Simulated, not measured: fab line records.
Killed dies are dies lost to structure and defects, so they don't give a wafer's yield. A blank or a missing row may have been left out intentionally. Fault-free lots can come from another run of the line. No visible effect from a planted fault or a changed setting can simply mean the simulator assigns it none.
What tool caused it? + flow sky130 + 12 lots, 36 wafers sampled, at 5 steps of a route of 708

## WHAT THE GAUGES SHOWED, per wafer
SKY_LDD_HVN_TW_MEAS_10.
| lot  | measured     | on            | LDD_HVN_TW     |
|------|--------------|---------------|----------------|
| L814 | day 19 23:26 | film-metro-01 | 1426 1419 1415 |
| L818 | day 21 18:31 | film-metro-01 | 1429 1438 1429 |
| L819 | day 22 15:23 | film-metro-02 | 1421 1412 1410 |
| L820 | day 22 20:06 | film-metro-02 | 1425 1416 1418 |
| L821 | day 23 02:08 | film-metro-03 | 1423 1409 1408 |
| L822 | day 23 15:32 | film-metro-02 | 1430 1426 1423 |
| L823 | day 23 12:48 | film-metro-01 | 1426 1427 1421 |
| L827 | day 25 06:22 | film-metro-02 | 1430 1430 1429 |
| L828 | day 25 12:30 | film-metro-01 | 1435 1430 1438 |
| L831 | day 26 18:36 | film-metro-02 | 1412 1414 1412 |
| L834 | day 27 10:07 | film-metro-02 | 1547 1535 1542 |
| L835 | day 27 16:13 | film-metro-02 | 1544 1542 1543 |

SKY_VIA2_OVL_MEAS_13.
| lot  | measured     | on         | VIA2_OVL (nm) |
|------|--------------|------------|---------------|
| L814 | day 36 01:00 | overlay-01 | -4 3 -2       |
| L818 | day 37 13:36 | overlay-02 | 2 3 9         |
| L819 | day 38 03:58 | overlay-01 | -6 -3 -7      |
| L820 | day 38 06:11 | overlay-01 | 3 10 7        |
| L821 | day 38 13:23 | overlay-02 | -6 12 6       |
| L822 | day 39 10:36 | overlay-02 | -7 -6 10      |
| L823 | day 39 06:56 | overlay-02 | 1 -3 -7       |
| L827 | day 40 07:18 | overlay-01 | -6 13 7       |
| L828 | day 40 16:28 | overlay-01 | -1 -7 -5      |
| L831 | day 41 15:27 | overlay-02 | -13 6 -8      |
| L834 | day 42 05:24 | overlay-01 | -5 -1 -2      |
| L835 | day 42 11:00 | overlay-02 | 5 5 -1        |

SKY_VIA2_THK_MEAS_23: measures by xrf.
| lot  | measured     | on            | VIA2_W_THK (nm) |
|------|--------------|---------------|-----------------|
| L814 | day 36 02:08 | film-metro-03 | 425 446 443     |
| L818 | day 37 14:39 | film-metro-04 | 421 426 424     |
| L819 | day 38 05:02 | film-metro-04 | 423 428 426     |
| L820 | day 38 07:14 | film-metro-03 | 422 422 424     |
| L821 | day 38 14:25 | film-metro-04 | 430 425 429     |
| L822 | day 39 11:38 | film-metro-04 | 418 432 417     |
| L823 | day 39 08:00 | film-metro-04 | 414 423 421     |
| L827 | day 40 08:23 | film-metro-04 | 426 416 416     |
| L828 | day 40 17:34 | film-metro-01 | 420 431 426     |
| L831 | day 41 16:31 | film-metro-04 | 429 415 418     |
| L834 | day 42 06:29 | film-metro-03 | 434 437 418     |
| L835 | day 42 12:14 | film-metro-04 | 423 423 429     |

## WHICH TOOL RAN EACH LOT (tool, then ch and the chambers of the sampled wafers, then the start)
| lot  | SKY_VT_ADJUST_LVTN_STRIP_09          | SKY_LDD_HVN_IMPLANT_08          |
|------|--------------------------------------|---------------------------------|
| L814 | plasma-asher-01 ch 0,1, day 6 18:57  | implanter-04 ch 0, day 19 23:13 |
| L818 | plasma-asher-04 ch 0,1, day 7 21:23  | implanter-03 ch 0, day 21 18:16 |
| L819 | plasma-asher-03 ch 0,1, day 8 07:30  | implanter-04 ch 0, day 22 15:08 |
| L820 | plasma-asher-04 ch 0,1, day 8 12:33  | implanter-04 ch 0, day 22 19:52 |
| L821 | plasma-asher-01 ch 0,1, day 8 17:39  | implanter-02 ch 0, day 23 01:53 |
| L822 | plasma-asher-01 ch 0,1, day 9 00:53  | implanter-04 ch 0, day 23 15:17 |
| L823 | plasma-asher-03 ch 0,1, day 9 03:05  | implanter-04 ch 0, day 23 12:34 |
| L827 | plasma-asher-01 ch 0,1, day 10 11:18 | implanter-04 ch 0, day 25 06:08 |
| L828 | plasma-asher-03 ch 0,1, day 10 16:57 | implanter-03 ch 0, day 25 12:15 |
| L831 | plasma-asher-01 ch 0,1, day 11 14:58 | implanter-02 ch 0, day 26 18:21 |
| L834 | plasma-asher-03 ch 0,1, day 12 06:05 | implanter-03 ch 0, day 27 09:52 |
| L835 | plasma-asher-04 ch 0,1, day 12 12:44 | implanter-03 ch 0, day 27 15:59 |
- SKY_VT_ADJUST_LVTN_STRIP_09: strips in O2/N2.
- SKY_LDD_HVN_IMPLANT_08

## WHAT THE TOOLS THEMSELVES READ (means of the sampled wafers that have a number; where no wafer has one, the mark that the record gives instead)
SKY_VT_ADJUST_LVTN_STRIP_09.
| lot  | tool            | drypump-motor-current-A (A) | oes-product-au (a.u.) | strip-time-to-endpoint-s (s) |
|------|-----------------|-----------------------------|-----------------------|------------------------------|
| L814 | plasma-asher-01 | 5.3                         | 0.723                 | 36.87                        |
| L818 | plasma-asher-04 | 6.5                         | 0.722                 | 36.90                        |
| L819 | plasma-asher-03 | 5.4                         | 0.720                 | 36.96                        |
| L820 | plasma-asher-04 | 6.3                         | 0.729                 | 36.79                        |
| L821 | plasma-asher-01 | 5.3                         | 0.723                 | 36.90                        |
| L822 | plasma-asher-01 | 5.1                         | 0.719                 | 36.98                        |
| L823 | plasma-asher-03 | 5.4                         | 0.723                 | 36.91                        |
| L827 | plasma-asher-01 | 5.3                         | 0.722                 | 36.89                        |
| L828 | plasma-asher-03 | 5.2                         | 0.722                 | 36.95                        |
| L831 | plasma-asher-01 | 5.3                         | 0.723                 | 36.78                        |
| L834 | plasma-asher-03 | 5.2                         | 0.718                 | 36.94                        |
| L835 | plasma-asher-04 | 6.3                         | 0.718                 | 36.78                        |

SKY_LDD_HVN_IMPLANT_08.
| lot  | tool         | beam-energy-keV | end-station-pressure-torr (Torr) | tilt-deg (degrees) |
|------|--------------|-----------------|----------------------------------|--------------------|
| L814 | implanter-04 | 59.969          | 5.25e-06                         | 39.983             |
| L818 | implanter-03 | 60.030          | 5.10e-06                         | 40.005             |
| L819 | implanter-04 | 60.030          | 5.20e-06                         | 39.996             |
| L820 | implanter-04 | 59.995          | 5.38e-06                         | 40.019             |
| L821 | implanter-02 | 60.017          | 5.05e-06                         | 40.008             |
| L822 | implanter-04 | 60.002          | 5.37e-06                         | 40.002             |
| L823 | implanter-04 | 59.996          | 5.30e-06                         | 39.996             |
| L827 | implanter-04 | 60.022          | 5.13e-06                         | 39.980             |
| L828 | implanter-03 | 59.984          | 4.99e-06                         | 39.997             |
| L831 | implanter-02 | 59.999          | 5.05e-06                         | 40.012             |
| L834 | implanter-03 | 82.829          | 5.39e-06                         | 39.993             |
| L835 | implanter-03 | 82.822          | 4.91e-06                         | 40.010             |

## THE ANSWER, worked out from the rows above alone
Rule: the lots themselves supply what counts as usual. Put in order of their means at a reading, lots are off if they are a third of the lots or fewer, leave a main group of 4 or more, and stand apart from it by a gap of 3 or more times the standard deviation of the main group's means; of several such gaps the widest counts. If all means in a main group match to the digits the tables above print for the reading, that group is not used. A lot without any number at a reading at which 4 lots or more have one is off too. Where the step has rows for the other lots, those lots are counted as sound. The gauges are gone through in route order, then the tools' own readings, and for those a lot's mean is taken as printed above. The first step at which some lot is off is used, and at that step the reading that is off furthest; a lot without a number counts as furthest.
Off: at SKY_LDD_HVN_TW_MEAS_10 (LDD_HVN_TW), L834, L835. The main group: mean 1423, standard deviation 7.5.
If a tool, at a process step before that reading, ran all the lots that are off and no sound lot after the first of them, it fits. The gauges at SKY_LDD_HVN_TW_MEAS_10 aren't tried: what is off there is off at SKY_LDD_HVN_IMPLANT_08 too, on other tools, and a gauge's error can't cause that. One fits: SKY_LDD_HVN_IMPLANT_08 on implanter-03. A fault onset in the window from L828 (day 25 12:15, its last sound lot) to L834 (day 27 09:52, its first lot off) fits.
The tool's own readings at SKY_LDD_HVN_IMPLANT_08 bear it out: on the lots that are off they differ by more than 5 times the standard deviation of the sound lots' means. beam-energy-keV reads 82.826 there against 60.004 on the sound lots.

## WHAT WAS PUT IN BY THE SIMULATOR
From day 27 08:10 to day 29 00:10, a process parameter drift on implanter-03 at SKY_LDD_HVN_IMPLANT_08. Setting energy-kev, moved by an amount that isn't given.
Struck lots among those shown: L834, L835. Same finding as the rule above.
